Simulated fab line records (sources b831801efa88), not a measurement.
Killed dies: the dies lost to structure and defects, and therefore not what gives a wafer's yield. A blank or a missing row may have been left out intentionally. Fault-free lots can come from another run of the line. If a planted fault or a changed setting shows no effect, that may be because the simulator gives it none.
Which tool was responsible? | flow gf180mcu | 13 lots, 39 wafers sampled, at 5 steps of a route of 602

WHAT THE GAUGES READ, wafer by wafer
GF_VT_IMPLANT_OVL_MEAS_07. Usual: VT_IMPLANT_OVL gives -0.8 nm (standard deviation 1.3).
lot  | measured     | on         | VT_IMPLANT_OVL (nm) | flag
L972 | day 5 16:14  | overlay-02 | -1.3 -0.9 -1.2      |
L976 | day 6 15:28  | overlay-01 | 0.0 -0.4 0.0        |
L977 | day 6 20:46  | overlay-02 | -0.7 -1.5 -0.8      |
L979 | day 7 11:29  | overlay-02 | 0.5 0.8 -0.4        |
L980 | day 7 16:29  | overlay-01 | -1.8 1.1 -0.1       |
L985 | day 9 00:16  | overlay-02 | - - -               | OFF
L988 | day 9 17:49  | overlay-01 | -1.6 -4.6 -0.8      |
L989 | day 10 00:34 | overlay-02 | 0.4 -0.5 -0.8       |
L990 | day 10 06:44 | overlay-01 | -1.0 -0.8 -1.8      |
L991 | day 10 12:49 | overlay-02 | 0.8 0.4 -2.1        |
L992 | day 10 20:31 | overlay-01 | -1.7 -2.1 -1.0      |
L994 | day 11 05:55 | overlay-01 | -1.7 1.0 -0.1       |
L995 | day 11 13:52 | overlay-01 | -2.7 -3.7 -0.6      |

GF_VT_IMPLANT_TW_MEAS_10. Usual: VT_IMPLANT_TW gives 565 (standard deviation 6).
lot  | measured     | on            | VT_IMPLANT_TW | flag
L972 | day 5 16:31  | film metro-02 | 558 554 555   |
L976 | day 6 15:46  | film metro-01 | 568 571 570   |
L977 | day 6 21:03  | film metro-02 | 558 555 555   |
L979 | day 7 11:46  | film metro-02 | 559 558 557   |
L980 | day 7 16:47  | film metro-01 | 568 569 569   |
L985 | day 9 00:33  | film metro-03 | 30 30 30      | OFF
L988 | day 9 18:07  | film metro-03 | 564 569 568   |
L989 | day 10 00:52 | film metro-01 | 569 566 572   |
L990 | day 10 07:01 | film metro-03 | 567 570 571   |
L991 | day 10 13:07 | film metro-03 | 569 568 567   |
L992 | day 10 20:48 | film metro-03 | 568 569 573   |
L994 | day 11 06:11 | film metro-01 | 566 564 562   |
L995 | day 11 14:09 | film metro-03 | 570 570 571   |

GF_M4_RS_MEAS_05: a four-point-probe measurement. Usual: M4_ALCU_RS gives 0.0698 ohm/sq (standard deviation 0.0008).
lot  | measured     | on            | M4_ALCU_RS (ohm/sq)  | flag
L972 | day 22 09:17 | film metro-02 | 0.0699 0.0692 0.0689 |
L976 | day 23 21:47 | film metro-02 | 0.0709 0.0703 0.0713 |
L977 | day 24 08:59 | film metro-04 | 0.0701 0.0698 0.0693 |
L979 | day 25 03:34 | film metro-03 | 0.0706 0.0705 0.0699 |
L980 | day 25 11:49 | film metro-04 | 0.0707 0.0713 0.0702 |
L988 | day 27 18:52 | film metro-03 | 0.0693 0.0700 0.0695 |
L989 | day 28 05:32 | film metro-04 | 0.0688 0.0685 0.0687 |
L990 | day 28 13:48 | film metro-02 | 0.0679 0.0680 0.0680 |
L991 | day 28 18:20 | film metro-03 | 0.0687 0.0687 0.0690 |
L992 | day 29 02:31 | film metro-04 | 0.0698 0.0704 0.0706 |
L994 | day 29 08:50 | film metro-02 | 0.0701 0.0703 0.0701 |
L995 | day 29 19:00 | film metro-03 | 0.0693 0.0696 0.0694 |

TOOL THAT RAN EACH LOT (tool first, then ch and the chambers of the sampled wafers, then the start)
lot  | GF_VT_IMPLANT_EXPOSE_04             | GF_M2_SPUTTER_03
L972 | iline stepper-02 ch 0, day 5 09:38  | pvd sputter-02, day 18 03:56
L976 | iline stepper-01 ch 0, day 6 08:13  | pvd sputter-03, day 19 18:14
L977 | iline stepper-01 ch 0, day 6 12:52  | pvd sputter-01, day 20 06:41
L979 | iline stepper-02 ch 0, day 7 03:32  | pvd sputter-03, day 21 02:05
L980 | iline stepper-01 ch 0, day 7 08:52  | pvd sputter-03, day 21 09:35
L985 | iline stepper-01 ch 0, day 8 16:04  | -
L988 | iline stepper-02 ch 0, day 9 09:24  | pvd sputter-02, day 24 01:04
L989 | iline stepper-02 ch 0, day 9 15:33  | pvd sputter-01, day 24 11:20
L990 | iline stepper-02 ch 0, day 9 21:58  | pvd sputter-02, day 24 20:36
L991 | iline stepper-01 ch 0, day 10 03:43 | pvd sputter-02, day 25 02:08
L992 | iline stepper-02 ch 0, day 10 11:43 | pvd sputter-02, day 25 11:43
L994 | iline stepper-02 ch 0, day 10 20:55 | pvd sputter-03, day 25 18:25
L995 | iline stepper-01 ch 0, day 11 04:51 | pvd sputter-02, day 26 04:35
- GF_VT_IMPLANT_EXPOSE_04: exposes mask LVPWELL LV AREA, target cd 600 nm.
- GF_M2_SPUTTER_03: material Ti, target thk 10 nm, time 6.7 s.

AS READ BY THE TOOLS THEMSELVES (means over the sampled wafers that have a number; for cases with no such wafer, the mark the record gives instead)
GF_M2_SPUTTER_03. Usual: throttle valve pct reads 29.8 % (standard deviation 0.72).
lot  | tool           | throttle valve pct (%) | flag
L972 | pvd sputter-02 | 30.1                   |
L976 | pvd sputter-03 | 29.6                   |
L977 | pvd sputter-01 | 29.7                   |
L979 | pvd sputter-03 | 30.1                   |
L980 | pvd sputter-03 | 29.9                   |
L988 | pvd sputter-02 | 29.9                   |
L989 | pvd sputter-01 | 29.2                   |
L990 | pvd sputter-02 | 29.6                   |
L991 | pvd sputter-02 | 29.7                   |
L992 | pvd sputter-02 | 29.9                   |
L994 | pvd sputter-03 | 29.6                   |
L995 | pvd sputter-02 | 29.7                   |

THE ANSWER, worked out from the rows above alone
Rule: a lot is off if the mean of its wafers that have a number lies more than 3 standard deviations from the usual mean. A lot without any number at a reading at which 4 lots or more have one is off too. All remaining lots with rows at the step are treated as sound. Order of review: gauges by route order, followed by the tools' own readings, for which a lot's mean as printed above is used. The first step at which some lot is off is used, and at that step the reading that is off furthest; a lot without a number counts as furthest.
Off: L985, at GF_VT_IMPLANT_OVL_MEAS_07 (VT_IMPLANT_OVL). Without a number there: L985.
A tool fits if, at a process step before that reading, it ran every lot that is off, and no sound lot after the first of them. Not tried: the gauges at GF_VT_IMPLANT_OVL_MEAS_07; whatever is off there is also off at GF_VT_IMPLANT_TW_MEAS_10, on other tools, and gauge error can't account for it. Not one of the candidates tried fits.

WHAT THE SIMULATOR HAD INSERTED
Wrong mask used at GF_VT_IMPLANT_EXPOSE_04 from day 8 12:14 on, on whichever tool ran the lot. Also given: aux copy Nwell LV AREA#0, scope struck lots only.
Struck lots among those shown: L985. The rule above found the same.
